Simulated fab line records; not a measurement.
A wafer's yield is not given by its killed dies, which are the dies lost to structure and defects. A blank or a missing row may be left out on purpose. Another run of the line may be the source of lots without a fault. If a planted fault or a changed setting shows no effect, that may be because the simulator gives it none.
Lot-split experiment ; flow sfq_line ; 23 wafers read across 5 lots, on a route 325 steps long

THE SPLIT ITSELF
At SFQ_TRILAYER_M3_DEP_SPUTTER_073 (material Nb, target thk 200 nm, time 133.3 s), the setting time_s was moved away from the recipe's 133.3 s on 9 of the 23 wafers read, by -13.7% to +7.9%. This setting was run at the recipe's value on the other wafers.

There is no step in the file separating the split from the reading.

THE READING
Measured at SFQ_M3_RS_MEAS_919 by four-point probe: M3_NB_RS, in ohm/sq. Fault-free wafers of this fab line usually give 0.891 ohm/sq, standard deviation 0.006 ohm/sq.

wafer;tool, chamber at the split;time_s as run, s;against the recipe;M3_NB_RS, ohm/sq;against lot-mates on the recipe
L075.1;pvd_sputter-05, -;115.1;-13.7%;1.045;+0.143
L075.2;pvd_sputter-05, -;115.1;-13.7%;1.035;+0.133
L075.3;pvd_sputter-05, -;115.1;-13.7%;1.026;+0.125
L075.5;pvd_sputter-05, -;133.3;recipe;0.902;-
L075.6;pvd_sputter-05, -;133.3;recipe;0.901;-
L077.1;pvd_sputter-04, -;133.3;recipe;0.878;-
L077.3;pvd_sputter-04, -;125.9;-5.6%;0.941;+0.059
L077.4;pvd_sputter-04, -;133.3;recipe;0.886;-
L077.5;pvd_sputter-04, -;125.9;-5.6%;0.945;+0.063
L077.6;pvd_sputter-04, -;125.9;-5.6%;0.936;+0.054
L078.1;pvd_sputter-03, -;133.3;recipe;0.893;-
L078.5;pvd_sputter-03, -;133.3;recipe;0.882;-
L078.6;pvd_sputter-03, -;133.3;recipe;0.893;-
L079.2;pvd_sputter-03, -;133.3;recipe;0.890;-
L079.3;pvd_sputter-03, -;133.3;recipe;0.888;-
L079.4;pvd_sputter-03, -;133.3;recipe;0.882;-
L079.5;pvd_sputter-03, -;133.3;recipe;0.880;-
L079.6;pvd_sputter-03, -;133.3;recipe;0.888;-
L080.1;pvd_sputter-04, -;143.8;+7.9%;0.825;-0.068
L080.2;pvd_sputter-04, -;133.3;recipe;0.887;-
L080.3;pvd_sputter-04, -;143.8;+7.9%;0.827;-0.066
L080.4;pvd_sputter-04, -;143.8;+7.9%;0.831;-0.062
L080.5;pvd_sputter-04, -;133.3;recipe;0.899;-

THE FIT
A straight line over all 23 wafers: M3_NB_RS changes by -0.00977 ohm/sq for each +1% of time_s; r = -0.99; the points scatter about the line by 0.0097 ohm/sq.
The same after taking each lot's own level away (the mean of its wafers on the recipe; 23 wafers): -0.00944 ohm/sq for each +1%; r = -0.99; scatter 0.0061 ohm/sq.
That fit puts the effect of the largest move of time_s on the reading at 0.13 ohm/sq.
Across the lots, their own levels run from 0.8820 to 0.9015 ohm/sq, a range of 3.2 times the standard deviation given above.
Hence the lot-to-lot level has little effect on the slope; both slopes agree.
Check: +0.128 ohm/sq against its lot-mates is what the line predicts for one of the wafers moved furthest among these (-13.7%) when that wafer is left out of the fit. Against them it came out at +0.143 ohm/sq.

OTHER SPLITS APPLIED TO THESE WAFERS
Before the reading, these wafers also passed through other splits. Each is held against what the fit with the lots' levels taken away leaves over:
other split on the same wafers;wafers away from the commonest value;r with M3_NB_RS (lot level and that fit taken away)
SFQ_TRILAYER_M1_LITHO_PEB_042 peb_temp_c;10;+0.07
SFQ_TRILAYER_I1_DEP_PECVD_045 time_s;10;-0.03
SFQ_TRILAYER_I1_VIA_LITHO_COAT_054 spin_rpm;5;-0.26
SFQ_TRILAYER_I1_VIA_BARC_OPEN_VIA_ETCH_071 time_s;7;+0.09
SFQ_TRILAYER_M2_LITHO_COAT_062 resist_thk_nm;8;+0.31
SFQ_TRILAYER_M2_LITHO_COAT_057 spin_rpm;11;+0.06
SFQ_TRILAYER_I2_DEP_PECVD_063 time_s;4;+0.19
SFQ_TRILAYER_I2_VIA_LITHO_EXPOSE_068 dose_mj;11;-0.08
SFQ_TRILAYER_I2_VIA_BARC_OPEN_VIA_ETCH_096 bias_w;9;-0.01

THE WHOLE CHAIN: every reading that the file lists as answering this split, in the file's order
step;what it does;reading;change (the file's fit);r (the file's)
SFQ_TRILAYER_M3_DEP_SPUTTER_073;material Nb, target thk 200 nm, time 133.3 s;Nb_of_TRILAYER_M3_DEP_SPUTTER_073.thk_nm (the simulator's own value, which no gauge read);+1.93 nm for each +1% of the setting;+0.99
SFQ_M3_RS_MEAS_919;measures by four-point-probe;M3_NB_RS;-0.00953 for each +1% of the setting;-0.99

FILE'S OWN FIT
M3_NB_RS changes by -0.00953 ohm/sq for each +1% of time_s, r = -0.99.
